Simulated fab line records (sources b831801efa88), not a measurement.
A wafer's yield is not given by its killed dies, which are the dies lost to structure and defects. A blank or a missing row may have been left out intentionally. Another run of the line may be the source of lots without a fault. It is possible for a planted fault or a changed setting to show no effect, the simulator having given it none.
fab line records -- flow gf180mcu -- part 1 of 2: steps 1 to 43 of 44
record: lots: 7, wafers: 21, last_day: 33
route steps=602 shown V4@496 MIM@503 M5@526 PASSIVATION@602
lots untouched by any fault: they come from a run of this same line in which no faults occurred
start_h: start of the lot's first displayed wafer, in hours after the record's first day -- wait_h: how many hours have passed since the lot's step before this one -- " as in the row above -- L1.1+2: several wafers, shown together as one row -- - either no value or no given start -- * or withheld: withheld -- < > ~ a bound
route shown NAME@n: names a module that has steps shown in the file, with the first one's number in the route -- usual: mean/standard deviation of fault-free wafers -- same: alike in all rows -- chamber/n: place in a boat -- sites: per-site readings -- _std_site: standard deviation across them -- _edge_site: outer sites' mean less inner sites' -- radius_mm: for every site, how far away it sits from the centre of the wafer -- mask NAME#n: copy n -- behind: the tool/chamber that last shaped the wafer -- hold: cause of the lot's hold/its duration in hours/its outcome -- device: transistor that didn't switch, given as n, p or np -- end of line: tests of these same wafers at the route's end -- where a step has no rows: the recipe by itself -- killed: count of dies lost to structure and defects at first sort (not the wafer's yield) -- map: per-die view of a wafer (x killed, . not killed, _ where there is no die)
set.NAME: the run value of the setting; set.NAME@STEP: its run value at that earlier step -- model.NAME: the simulator's own value behind a step, which no gauge read
lots seen at some steps along the route; tables by step, rows by wafer
services: the hour from which a tool's chamber was out of use, counted from the record's first day as start_h (under 0 if before that day), plus the number of hours and why
== steps ==
step: GF_V4_CLEAN_20
recipe: chemistry: DIW, dry: n2_spin
step: GF_V4_SPUTTER_21
recipe: material: Ti, target_thk_nm: 15, chamber_pressure_pa: 5, power_w: 2500, substrate_temp_c: 200, time_s: 80.02
step: GF_V4_SPUTTER_22
recipe: material: TiN, target_thk_nm: 10, chamber_pressure_pa: 5, power_w: 4000, time_s: 40
usual: throttle_valve_pct: 29.6/0.97
lot.wafer,tool,chamber,start_h,wait_h,throttle_valve_pct
L308.1,pvd_sputter-01,-,589.65,0.0,30.8
L308.2,pvd_sputter-01,-,589.65,0.0,31.2
L308.4,pvd_sputter-01,-,589.65,0.0,30.0
L312.4,pvd_sputter-03,-,625.06,0.0,30.0
L312.5,pvd_sputter-03,-,625.06,0.0,30.1
L312.6,pvd_sputter-03,-,625.06,0.0,29.8
L313.1,pvd_sputter-01,-,628.96,0.0,31.2
L313.4,pvd_sputter-01,-,628.96,0.0,30.5
L313.6,pvd_sputter-01,-,628.96,0.0,31.4
L315.3,pvd_sputter-03,-,637.91,0.0,29.1
L315.4,pvd_sputter-03,-,637.91,0.0,29.9
L315.5,pvd_sputter-03,-,637.91,0.0,28.8
L316.2,pvd_sputter-02,-,649.16,0.0,29.1
L316.4,pvd_sputter-02,-,649.16,0.0,29.0
L316.6,pvd_sputter-02,-,649.16,0.0,28.2
L320.2,pvd_sputter-03,-,678.89,0.0,30.1
L320.3,pvd_sputter-03,-,678.89,0.0,28.2
L320.6,pvd_sputter-03,-,678.89,0.0,28.9
L321.3,pvd_sputter-02,-,689.08,0.0,28.4
L321.4,pvd_sputter-02,-,689.08,0.0,28.1
L321.5,pvd_sputter-02,-,689.08,0.0,29.7
step: GF_V4_CVD_23
recipe: material: W, target_thk_nm: 350, time_s: 104.9, temp_c: 400, pressure_torr: 40
usual: heater_power_outer_w: 559/42, heater_power_w: 894/68
lot.wafer,tool,chamber,start_h,wait_h,heater_power_outer_w,heater_power_w
L308.1,cvd_w-02,0,589.69,0.0,535,845
L308.2,cvd_w-02,1,589.69,0.0,593,939
L308.4,cvd_w-02,0,589.69,0.0,530,834
L312.4,cvd_w-02,1,625.14,0.1,590,954
L312.5,cvd_w-02,0,625.14,0.1,525,829
L312.6,cvd_w-02,1,625.14,0.1,586,946
L313.1,cvd_w-02,0,629.00,0.0,519,843
L313.4,cvd_w-02,1,629.00,0.0,600,928
L313.6,cvd_w-02,0,629.00,0.0,519,844
L315.3,cvd_w-01,0,637.99,0.1,599,971
L315.4,cvd_w-01,1,637.99,0.1,500,818
L315.5,cvd_w-01,0,637.99,0.1,606,964
L316.2,cvd_w-01,0,649.20,0.0,609,990
L316.4,cvd_w-01,1,649.20,0.0,495,805
L316.6,cvd_w-01,1,649.20,0.0,495,803
L320.2,cvd_w-02,0,678.93,0.0,543,845
L320.3,cvd_w-02,0,678.93,0.0,531,819
L320.6,cvd_w-02,0,678.93,0.0,535,867
L321.3,cvd_w-01,0,689.16,0.1,589,991
L321.4,cvd_w-01,1,689.16,0.1,521,812
L321.5,cvd_w-01,0,689.16,0.1,596,986
step: GF_V4_RS_MEAS_24
recipe: thk_meas_gauge: four-point-probe, reads: W_of_V4_CVD_23+TiN_of_V4_SPUTTER_22+Ti_of_V4_SPUTTER_21
usual: V4_W_RS: 0.3281/0.0029
lot.wafer,tool,chamber,start_h,wait_h,V4_W_RS[ohm/sq]
L308.1,film_metro-01,-,589.80,0.1,0.3274
L308.2,film_metro-01,-,589.80,0.1,0.3297
L308.4,film_metro-01,-,589.80,0.1,0.3255
L312.4,film_metro-04,-,625.27,0.1,0.3261
L312.5,film_metro-04,-,625.27,0.1,0.3228
L312.6,film_metro-04,-,625.27,0.1,0.3244
L313.1,film_metro-02,-,629.11,0.1,0.3321
L313.4,film_metro-02,-,629.11,0.1,0.3289
L313.6,film_metro-02,-,629.11,0.1,0.3283
L315.3,film_metro-04,-,638.10,0.1,0.3288
L315.4,film_metro-04,-,638.10,0.1,0.3258
L315.5,film_metro-04,-,638.10,0.1,0.3262
L316.2,film_metro-01,-,649.33,0.1,0.3304
L316.4,film_metro-01,-,649.33,0.1,0.3262
L316.6,film_metro-01,-,649.33,0.1,0.3288
L320.2,film_metro-02,-,679.06,0.1,0.3241
L320.3,film_metro-02,-,679.06,0.1,0.3238
L320.6,film_metro-02,-,679.06,0.1,0.3263
L321.3,film_metro-01,-,689.27,0.1,0.3285
L321.4,film_metro-01,-,689.27,0.1,0.3296
L321.5,film_metro-01,-,689.27,0.1,0.3341
step: GF_V4_THK_MEAS_25
recipe: thk_meas_gauge: xrf, reads: W_of_V4_CVD_23
usual: V4_W_THK: 351/4.9
lot.wafer,tool,chamber,start_h,wait_h,V4_W_THK[nm]
L308.1,film_metro-01,-,589.92,0.1,355
L308.2,film_metro-01,-,589.92,0.1,350
L308.4,film_metro-01,-,589.92,0.1,357
L312.4,film_metro-04,-,625.36,0.1,356
L312.5,film_metro-04,-,625.36,0.1,358
L312.6,film_metro-04,-,625.36,0.1,358
L313.1,film_metro-02,-,629.23,0.1,348
L313.4,film_metro-02,-,629.23,0.1,350
L313.6,film_metro-02,-,629.23,0.1,349
L315.3,film_metro-04,-,638.20,0.1,353
L315.4,film_metro-04,-,638.20,0.1,357
L315.5,film_metro-04,-,638.20,0.1,356
L316.2,film_metro-01,-,649.44,0.1,349
L316.4,film_metro-01,-,649.44,0.1,352
L316.6,film_metro-01,-,649.44,0.1,348
L320.2,film_metro-02,-,679.17,0.1,352
L320.3,film_metro-02,-,679.17,0.1,352
L320.6,film_metro-02,-,679.17,0.1,351
L321.3,film_metro-01,-,689.37,0.1,346
L321.4,film_metro-01,-,689.37,0.1,347
L321.5,film_metro-01,-,689.37,0.1,342
step: GF_V4_CMP_26
recipe: stop_on: SiO2, down_force_psi: 3.5, platen_rpm: 60, t_overpolish_s: 15, target_thk_nm: 0, pad_velocity_m_s: 0.94248
step: GF_MIM_SPUTTER_00
recipe: material: Ti, target_thk_nm: 37.5, arriving_ion_energy_ev: 80, substrate_temp_c: 200, chamber_pressure_pa: 2, power_w: 4000, time_s: 150
step: GF_MIM_SPUTTER_01
recipe: material: TiN, target_thk_nm: 30, power_w: 6500, time_s: 25, chamber_pressure_pa: 0.4
step: GF_MIM_SPUTTER_02
recipe: material: AlCu, target_thk_nm: 450, power_w: 10600, time_s: 23.9, chamber_pressure_pa: 0.4
usual: throttle_valve_pct: 29.7/1
lot.wafer,tool,chamber,start_h,wait_h,throttle_valve_pct
L308.1,pvd_sputter-02,-,590.41,0.0,28.4
L308.2,pvd_sputter-02,-,590.41,0.0,29.4
L308.4,pvd_sputter-02,-,590.41,0.0,29.5
L312.4,pvd_sputter-04,-,625.82,0.0,30.1
L312.5,pvd_sputter-04,-,625.82,0.0,29.9
L312.6,pvd_sputter-04,-,625.82,0.0,28.3
L313.1,pvd_sputter-01,-,629.72,0.0,31.2
L313.4,pvd_sputter-01,-,629.72,0.0,28.9
L313.6,pvd_sputter-01,-,629.72,0.0,31.1
L315.3,pvd_sputter-02,-,638.67,0.0,28.9
L315.4,pvd_sputter-02,-,638.67,0.0,28.4
L315.5,pvd_sputter-02,-,638.67,0.0,30.0
L316.2,pvd_sputter-01,-,649.92,0.0,29.9
L316.4,pvd_sputter-01,-,649.92,0.0,28.7
L316.6,pvd_sputter-01,-,649.92,0.0,30.6
L320.2,pvd_sputter-04,-,679.66,0.0,28.5
L320.3,pvd_sputter-04,-,679.66,0.0,29.4
L320.6,pvd_sputter-04,-,679.66,0.0,31.4
L321.3,pvd_sputter-01,-,689.84,0.0,28.7
L321.4,pvd_sputter-01,-,689.84,0.0,30.6
L321.5,pvd_sputter-01,-,689.84,0.0,31.3
step: GF_MIM_SPUTTER_03
recipe: material: Ti, target_thk_nm: 10, substrate_temp_c: 300, chamber_pressure_pa: 0.3, power_w: 3000, time_s: 6.7
step: GF_MIM_SPUTTER_04
recipe: material: TiN, target_thk_nm: 50, power_w: 6500, time_s: 41.7, chamber_pressure_pa: 0.4
step: GF_MIM_CVD_05
recipe: material: Si3N4, target_thk_nm: 42, temp_max_c: 400, temp_c: 385, time_s: 29.086, rf_w: 450
usual: heater_power_outer_w: 402/59, heater_power_w: 697/65
lot.wafer,tool,chamber,start_h,wait_h,heater_power_outer_w,heater_power_w,model.Si3N4_of_MIM_CVD_05.thk_nm
L308.1,pecvd-04,2,590.50,0.0,309,581,42.3
L308.2,pecvd-04,0,590.50,0.0,484,731,41.92
L308.4,pecvd-04,0,590.50,0.0,478,734,42.75
L312.4,pecvd-04,2,625.93,0.0,328,572,43.07
L312.5,pecvd-04,1,625.93,0.0,384,757,42.2
L312.6,pecvd-04,0,625.93,0.0,499,775,42.22
L313.1,pecvd-04,1,629.81,0.0,347,682,41.95
L313.4,pecvd-04,0,629.81,0.0,487,732,50.05
L313.6,pecvd-04,2,629.81,0.0,275,511,42.5
L315.3,pecvd-04,0,638.76,0.0,497,774,49.12
L315.4,pecvd-04,2,638.76,0.0,295,554,42.43
L315.5,pecvd-04,1,638.76,0.0,375,732,42.44
L316.2,pecvd-04,2,650.01,0.0,333,598,41.79
L316.4,pecvd-04,2,650.01,0.0,328,610,41.97
L316.6,pecvd-04,0,650.01,0.0,466,705,49.7
L320.2,pecvd-02,2,679.77,0.0,413,715,41.51
L320.3,pecvd-02,0,679.77,0.0,409,764,41.64
L320.6,pecvd-02,1,679.77,0.0,487,791,41.47
L321.3,pecvd-02,1,689.93,0.0,469,743,42.39
L321.4,pecvd-02,1,689.93,0.0,457,740,41.75
L321.5,pecvd-02,2,689.93,0.0,409,681,41.92
step: GF_MIM_THK_MEAS_06
recipe: reads: Si3N4_of_MIM_CVD_05
usual: MIM_CVD_05_THK: 42.2/0.5
lot.wafer,tool,chamber,start_h,wait_h,MIM_CVD_05_THK[nm]
L308.1,film_metro-03,-,590.54,0.0,42.3
L308.2,film_metro-03,-,590.54,0.0,41.9
L308.4,film_metro-03,-,590.54,0.0,42.8
L312.4,film_metro-03,-,625.98,0.0,43.1
L312.5,film_metro-03,-,625.98,0.0,42.2
L312.6,film_metro-03,-,625.98,0.0,42.3
L313.1,film_metro-01,-,629.85,0.0,41.9
L313.4,film_metro-01,-,629.85,0.0,50.1
L313.6,film_metro-01,-,629.85,0.0,42.6
L315.3,film_metro-02,-,638.82,0.0,49.2
L315.4,film_metro-02,-,638.82,0.0,42.4
L315.5,film_metro-02,-,638.82,0.0,42.4
L316.2,film_metro-03,-,650.06,0.0,41.8
L316.4,film_metro-03,-,650.06,0.0,42.0
L316.6,film_metro-03,-,650.06,0.0,49.7
L320.2,film_metro-03,-,679.81,0.0,41.5
L320.3,film_metro-03,-,679.81,0.0,41.6
L320.6,film_metro-03,-,679.81,0.0,41.5
L321.3,film_metro-02,-,689.98,0.0,42.4
L321.4,film_metro-02,-,689.98,0.0,41.7
L321.5,film_metro-02,-,689.98,0.0,41.9
step: GF_MIM_SPUTTER_07
recipe: material: TiN, target_thk_nm: 60, power_w: 6500, time_s: 50, chamber_pressure_pa: 0.4
step: GF_MIM_SPUTTER_08
recipe: material: AlCu, target_thk_nm: 200, power_w: 10600, time_s: 10.6, chamber_pressure_pa: 0.4
step: GF_MIM_SPUTTER_09
recipe: material: TiN, target_thk_nm: 35, power_w: 6500, time_s: 29.2, chamber_pressure_pa: 0.4
usual: throttle_valve_pct: 29.5/0.95
lot.wafer,tool,chamber,start_h,wait_h,throttle_valve_pct
L308.1,pvd_sputter-01,-,590.66,0.0,30.5
L308.2,pvd_sputter-01,-,590.66,0.0,29.9
L308.4,pvd_sputter-01,-,590.66,0.0,29.1
L312.4,pvd_sputter-01,-,626.07,0.0,28.7
L312.5,pvd_sputter-01,-,626.07,0.0,31.3
L312.6,pvd_sputter-01,-,626.07,0.0,30.7
L313.1,pvd_sputter-04,-,629.97,0.0,29.3
L313.4,pvd_sputter-04,-,629.97,0.0,29.9
L313.6,pvd_sputter-04,-,629.97,0.0,31.3
L315.3,pvd_sputter-04,-,638.92,0.0,29.6
L315.4,pvd_sputter-04,-,638.92,0.0,30.0
L315.5,pvd_sputter-04,-,638.92,0.0,29.5
L316.2,pvd_sputter-02,-,650.17,0.0,28.7
L316.4,pvd_sputter-02,-,650.17,0.0,28.2
L316.6,pvd_sputter-02,-,650.17,0.0,28.9
L320.2,pvd_sputter-04,-,679.93,0.0,29.3
L320.3,pvd_sputter-04,-,679.93,0.0,28.3
L320.6,pvd_sputter-04,-,679.93,0.0,30.0
L321.3,pvd_sputter-02,-,690.09,0.0,29.4
L321.4,pvd_sputter-02,-,690.09,0.0,28.2
L321.5,pvd_sputter-02,-,690.09,0.0,28.2
step: GF_MIM_RS_MEAS_10
recipe: thk_meas_gauge: four-point-probe, reads: TiN_of_MIM_SPUTTER_09+AlCu_of_MIM_SPUTTER_08+TiN_of_MIM_SPUTTER_07
usual: MIM_ALCU_RS: 0.1602/0.0017
lot.wafer,tool,chamber,start_h,wait_h,MIM_ALCU_RS[ohm/sq]
L308.1,film_metro-01,-,590.70,0.0,0.1596
L308.2,film_metro-01,-,590.70,0.0,0.1645
L308.4,film_metro-01,-,590.70,0.0,0.1627
L312.4,film_metro-02,-,626.17,0.1,0.1608
L312.5,film_metro-02,-,626.17,0.1,0.1599
L312.6,film_metro-02,-,626.17,0.1,0.1608
L313.1,film_metro-03,-,630.01,0.0,0.1598
L313.4,film_metro-03,-,630.01,0.0,0.1573
L313.6,film_metro-03,-,630.01,0.0,0.1590
L315.3,film_metro-02,-,639.00,0.1,0.1601
L315.4,film_metro-02,-,639.00,0.1,0.1603
L315.5,film_metro-02,-,639.00,0.1,0.1585
L316.2,film_metro-01,-,650.23,0.0,0.1602
L316.4,film_metro-01,-,650.23,0.0,0.1610
L316.6,film_metro-01,-,650.23,0.0,0.1611
L320.2,film_metro-01,-,679.99,0.0,0.1568
L320.3,film_metro-01,-,679.99,0.0,0.1578
L320.6,film_metro-01,-,679.99,0.0,0.1548
L321.3,film_metro-02,-,690.16,0.1,0.1607
L321.4,film_metro-02,-,690.16,0.1,0.1598
L321.5,film_metro-02,-,690.16,0.1,0.1598
step: GF_MIM_THK_MEAS_11
recipe: thk_meas_gauge: xrf, reads: AlCu_of_MIM_SPUTTER_08
usual: MIM_ALCU_THK: 201.4/2.2
lot.wafer,tool,chamber,start_h,wait_h,MIM_ALCU_THK[nm]
L308.1,film_metro-01,-,590.82,0.1,202.0
L308.2,film_metro-01,-,590.82,0.1,193.9
L308.4,film_metro-01,-,590.82,0.1,197.5
L312.4,film_metro-02,-,626.26,0.1,200.8
L312.5,film_metro-02,-,626.26,0.1,202.5
L312.6,film_metro-02,-,626.26,0.1,200.7
L313.1,film_metro-03,-,630.13,0.1,201.7
L313.4,film_metro-03,-,630.13,0.1,204.6
L313.6,film_metro-03,-,630.13,0.1,203.4
L315.3,film_metro-02,-,639.10,0.1,201.0
L315.4,film_metro-02,-,639.10,0.1,201.1
L315.5,film_metro-02,-,639.10,0.1,202.6
L316.2,film_metro-01,-,650.34,0.1,200.7
L316.4,film_metro-01,-,650.34,0.1,199.6
L316.6,film_metro-01,-,650.34,0.1,199.4
L320.2,film_metro-01,-,680.10,0.1,206.3
L320.3,film_metro-01,-,680.10,0.1,204.4
L320.6,film_metro-01,-,680.10,0.1,207.9
L321.3,film_metro-02,-,690.26,0.1,201.0
L321.4,film_metro-02,-,690.26,0.1,202.3
L321.5,film_metro-02,-,690.26,0.1,201.1
step: GF_MIM_DEHYDRATE_12
recipe: temp_c: 200, time_s: 60
step: GF_MIM_HMDS_13
recipe: prime_time_s: 60, prime_temp_c: 120
step: GF_MIM_COAT_14
recipe: resist: NOVOLAK, spin_rpm: 3000, resist_thk_nm: 1000
step: GF_MIM_SOFTBAKE_15
recipe: temp_c: 90, time_s: 60, resist: NOVOLAK
step: GF_MIM_EXPOSE_16
recipe: mask_id: FuseTop, target_cd_nm: 2000, na: 0.6, source_shape: conventional, sigma_outer: 0.6, dose_mj: 140
step: GF_MIM_PEB_17
recipe: temp_c: withheld, time_s: *, resist: NOVOLAK
step: GF_MIM_DEVELOP_18
recipe: develop_time_s: 60, dev_temp_c: 23
step: GF_MIM_METAL_ETCH_19
recipe: chemistry: Cl2/BCl3, mask_material: NOVOLAK, stop_on: Si3N4, target_depth_nm: 324.5, pressure_mtorr: 8, icp_w: 800, bias_w: 140, Cl2_flow_sccm: 80, bcl3_flow_sccm: 40, time_s: 54.1
step: GF_MIM_STRIP_20
recipe: chemistry: O2/N2, power_w: 1400, pressure_mtorr: 1500, platen_temp_c: 250, o2_flow_sccm: 3000, n2_flow_sccm: 300, overash_fraction: 0.5
step: GF_MIM_STRIP_21
recipe: chemistry: post_etch_residue_remover, time_s: 1200, temp_c: 72.5
step: GF_MIM_CLEAN_22
recipe: chemistry: DIW, dry: n2_spin
step: GF_M5_DEHYDRATE_00
recipe: temp_c: 200, time_s: 60
step: GF_M5_HMDS_01
recipe: prime_time_s: 60, prime_temp_c: 120
step: GF_M5_COAT_02
recipe: resist: KrF, spin_rpm: withheld, resist_thk_nm: 1000
step: GF_M5_SOFTBAKE_03
recipe: temp_c: 130, time_s: 60, resist: KrF
step: GF_M5_EXPOSE_04
recipe: mask_id: Metal5, target_cd_nm: 280, na: 0.68, source_shape: conventional, sigma_outer: 0.6, dose_mj: 28
step: GF_M5_PEB_05
recipe: peb_temp_c: 135, peb_time_s: 90, resist: KrF
step: GF_M5_DEVELOP_06
recipe: develop_time_s: 60, dev_temp_c: 21
step: GF_M5_CD_MEAS_07
recipe: target_cd_nm: 280
usual: cd_nm: 280.4/1.2
lot.wafer,tool,chamber,start_h,wait_h,cd_nm
L308.1,cd_sem-02,-,632.26,0.2,279.5
L308.2,cd_sem-02,-,632.26,0.2,279.2
L308.4,cd_sem-02,-,632.26,0.2,279.7
L312.4,cd_sem-02,-,665.75,0.1,280.8
L312.5,cd_sem-02,-,665.75,0.1,280.9
L312.6,cd_sem-02,-,665.75,0.1,281.4
L313.1,cd_sem-02,-,669.28,0.1,281.3
L313.4,cd_sem-02,-,669.28,0.1,281.7
L313.6,cd_sem-02,-,669.28,0.1,281.3
L315.3,cd_sem-01,-,678.53,0.1,278.4
L315.4,cd_sem-01,-,678.53,0.1,279.0
L315.5,cd_sem-01,-,678.53,0.1,279.9
L316.2,cd_sem-02,-,689.05,0.1,278.0
L316.4,cd_sem-02,-,689.05,0.1,279.6
L316.6,cd_sem-02,-,689.05,0.1,279.6
L320.2,cd_sem-01,-,716.58,0.1,278.8
L320.3,cd_sem-01,-,716.58,0.1,278.7
L320.6,cd_sem-01,-,716.58,0.1,280.4
L321.3,cd_sem-01,-,726.07,0.1,279.4
L321.4,cd_sem-01,-,726.07,0.1,279.8
L321.5,cd_sem-01,-,726.07,0.1,279.4
step: GF_M5_OVL_MEAS_08
usual: M5_OVL: 2/6
lot.wafer,tool,chamber,start_h,wait_h,M5_OVL[nm]
L308.1,overlay-02,-,632.38,0.1,9
L308.2,overlay-02,-,632.38,0.1,0
L308.4,overlay-02,-,632.38,0.1,2
L312.4,overlay-02,-,665.83,0.1,2
L312.5,overlay-02,-,665.83,0.1,-6
L312.6,overlay-02,-,665.83,0.1,-2
L313.1,overlay-01,-,669.40,0.1,0
L313.4,overlay-01,-,669.40,0.1,8
L313.6,overlay-01,-,669.40,0.1,6
L315.3,overlay-01,-,678.62,0.1,-10
L315.4,overlay-01,-,678.62,0.1,-6
L315.5,overlay-01,-,678.62,0.1,-11
L316.2,overlay-01,-,689.16,0.1,-4
L316.4,overlay-01,-,689.16,0.1,-7
L316.6,overlay-01,-,689.16,0.1,-3
L320.2,overlay-01,-,716.68,0.1,0
L320.3,overlay-01,-,716.68,0.1,-2
L320.6,overlay-01,-,716.68,0.1,6
L321.3,overlay-02,-,726.16,0.1,5
L321.4,overlay-02,-,726.16,0.1,13
L321.5,overlay-02,-,726.16,0.1,5
step: GF_M5_ETCH_09
recipe: chemistry: CF4/O2, target: Si3N4, target_depth_nm: 52, source_w: 800, bias_w: 150, pressure_mtorr: 150, cf4_flow_sccm: 80, O2_flow_sccm: 10, time_s: 11.6
usual: cf4_flow_sccm: 80.01/0.26, drypump_motor_current_A: 5.7/0.39, oes_product_au: 1.001/0.0064, throttle_valve_pct: 5.970/0.0095
lot.wafer,tool,chamber,start_h,wait_h,cf4_flow_sccm,drypump_motor_current_A,oes_product_au,rf_hours_counter_h,throttle_valve_pct
L308.1,rie_diel-02,3,632.42,0.0,79.81,5.4,0.989,38,5.948
L308.2,rie_diel-02,1,632.42,0.0,80.11,5.3,1.006,10,5.961
L308.4,rie_diel-02,1,632.42,0.0,79.96,5.3,0.996,-,5.972
L312.4,rie_diel-02,1,665.85,0.0,79.92,5.3,1.004,12,5.982
L312.5,rie_diel-02,3,665.85,0.0,79.94,5.3,1.003,-,5.951
L312.6,rie_diel-02,2,665.85,0.0,80.31,5.6,1.005,-,5.978
L313.1,rie_diel-03,1,669.44,0.0,80.18,6.2,1.008,6,5.989
L313.4,rie_diel-03,3,669.44,0.0,80.04,5.4,1.001,3,5.968
L313.6,rie_diel-03,0,669.44,0.0,79.97,5.6,1.003,-,5.976
L315.3,rie_diel-04,1,678.64,0.0,79.65,5.8,1.015,20,5.973
L315.4,rie_diel-04,3,678.64,0.0,80.09,5.9,1.005,16,5.975
L315.5,rie_diel-04,0,678.64,0.0,79.94,5.4,1.000,-,5.975
L316.2,rie_diel-04,2,689.19,0.0,79.97,5.7,0.999,22,5.965
L316.4,rie_diel-04,3,689.19,0.0,80.52,5.9,0.995,17,5.976
L316.6,rie_diel-04,1,689.19,0.0,80.21,5.8,0.999,-,5.962
L320.2,rie_diel-04,1,716.71,0.0,79.49,5.8,1.004,22,5.957
L320.3,rie_diel-04,2,716.71,0.0,79.56,5.7,1.002,24,5.971
L320.6,rie_diel-04,3,716.71,0.0,80.01,5.9,1.003,-,5.976
L321.3,rie_diel-03,2,726.19,0.0,80.11,5.2,0.992,26,5.966
L321.4,rie_diel-03,2,726.19,0.0,80.07,5.2,0.990,-,5.974
L321.5,rie_diel-03,1,726.19,0.0,80.17,6.2,0.993,-,5.971
step: GF_M5_METAL_ETCH_10
recipe: chemistry: Cl2/BCl3, mask_material: KrF, target_depth_nm: 627.5, stop_on: SiO2, pressure_mtorr: 8, icp_w: 800, bias_w: 140, Cl2_flow_sccm: 80, bcl3_flow_sccm: 40, time_s: 104.6
step: GF_M5_STRIP_11
recipe: chemistry: O2/N2, power_w: 1400, pressure_mtorr: 1500, platen_temp_c: 250, o2_flow_sccm: 3000, n2_flow_sccm: 300, overash_fraction: 0.5
step: GF_M5_STRIP_12
recipe: chemistry: post_etch_residue_remover, time_s: 1200, temp_c: 72.5
lot.wafer,tool,chamber,start_h,wait_h,model.Si3N4_of_MIM_CVD_05.thk_nm
L308.1,wet_bench-01,2,632.65,0.1,41.57
L308.2,wet_bench-01,2,632.65,0.1,41.19
L308.4,wet_bench-01,2,632.65,0.1,42.03
L312.4,wet_bench-02,3,666.08,0.0,42.35
L312.5,wet_bench-02,3,666.08,0.0,41.48
L312.6,wet_bench-02,3,666.08,0.0,41.5
L313.1,wet_bench-03,2,669.67,0.1,41.23
L313.4,wet_bench-03,2,669.67,0.1,49.34
L313.6,wet_bench-03,2,669.67,0.1,41.78
L315.3,wet_bench-03,3,678.88,0.0,48.41
L315.4,wet_bench-03,3,678.88,0.0,41.71
L315.5,wet_bench-03,3,678.88,0.0,41.73
L316.2,wet_bench-01,0,689.42,0.1,41.08
L316.4,wet_bench-01,0,689.42,0.1,41.25
L316.6,wet_bench-01,0,689.42,0.1,48.99
L320.2,wet_bench-03,2,716.95,0.1,40.78
L320.3,wet_bench-03,2,716.95,0.1,40.91
L320.6,wet_bench-03,2,716.95,0.1,40.75
L321.3,wet_bench-01,1,726.42,0.0,41.67
L321.4,wet_bench-01,1,726.42,0.0,41.03
L321.5,wet_bench-01,1,726.42,0.0,41.21
== key ==
first_sign: step: GF_MIM_THK_MEAS_06, reading: MIM_CVD_05_THK, direction: up, sigmas: 15, usual: 42.2, struck: 49.7
effect none on later readings
model_effect: step: GF_MIM_CVD_05, value: Si3N4_of_MIM_CVD_05.thk_nm, without: 42.33, struck: 49.63
model_effect: step: GF_M5_STRIP_12, value: Si3N4_of_MIM_CVD_05.thk_nm, without: 41.62, struck: 48.91
model_effect: step: GF_PASSIVATION_PROBE_99, value: etest.cap_mim.bv_v, without: 24.93, struck: 29.23
met_at GF_MIM_CVD_05
struck_wafers L313.4,L315.3,L316.6
onset_between 625.93 629.81
fault: kind: process_parameter_drift, tool: pecvd-04, chamber: 0, onset_h: 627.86, steps: GF_MIM_CVD_05, channel: target_thk_nm, offset: 7.2738, shape: step, end_h: 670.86, acts_in: these_recipes_only, stated: 42
